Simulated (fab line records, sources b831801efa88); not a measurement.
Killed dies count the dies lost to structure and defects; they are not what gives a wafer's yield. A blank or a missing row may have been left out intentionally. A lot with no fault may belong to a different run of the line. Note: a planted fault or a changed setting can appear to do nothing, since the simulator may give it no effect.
Which tool was responsible?    flow sky130    7 lots, 21 wafers sampled, at 1 step of a route of 708

== WHAT THE GAUGES SHOWED, per wafer ==
SKY_VIA2_CD_MEAS_12 targets a cd of 200 nm.
lot   measured      on         cd nm (nm)
L939  day 36 13:03  cd sem-01  200.0 200.0 200.5
L943  day 37 18:02  cd sem-01  200.4 200.7 201.6
L947  day 38 21:32  cd sem-02  200.8 200.1 201.4
L950  day 40 06:10  cd sem-02  202.4 201.9 201.7
L952  day 40 11:31  cd sem-01  203.0 200.9 202.2
L957  day 42 01:58  cd sem-01  199.2 199.8 199.4
L959  day 42 03:50  cd sem-01  199.7 199.7 200.0

== WHICH TOOL RAN EACH LOT (tool, then ch and the chambers of the sampled wafers, then the start) ==
The record shows no process step preceding these readings.

== THE ANSWER, worked out from the rows above alone ==
Rule: what is usual is taken from the lots themselves. The widest of any qualifying gaps counts: lots, ordered by their means at a reading, are off when they make up no more than a third of the lots, leave a main group of 4 or more, and stand apart from it by 3 or more times the standard deviation of that group's means. The tables above print the reading to a certain number of digits; a main group whose means all agree to those digits is not used. A lot without any number at a reading at which 4 lots or more have one is off too. Where the step has rows for the other lots, those lots are counted as sound.
No lot is off on any of the readings shown, so nothing can be concluded from this.

== WHAT HAD BEEN PUT IN BY THE SIMULATOR ==
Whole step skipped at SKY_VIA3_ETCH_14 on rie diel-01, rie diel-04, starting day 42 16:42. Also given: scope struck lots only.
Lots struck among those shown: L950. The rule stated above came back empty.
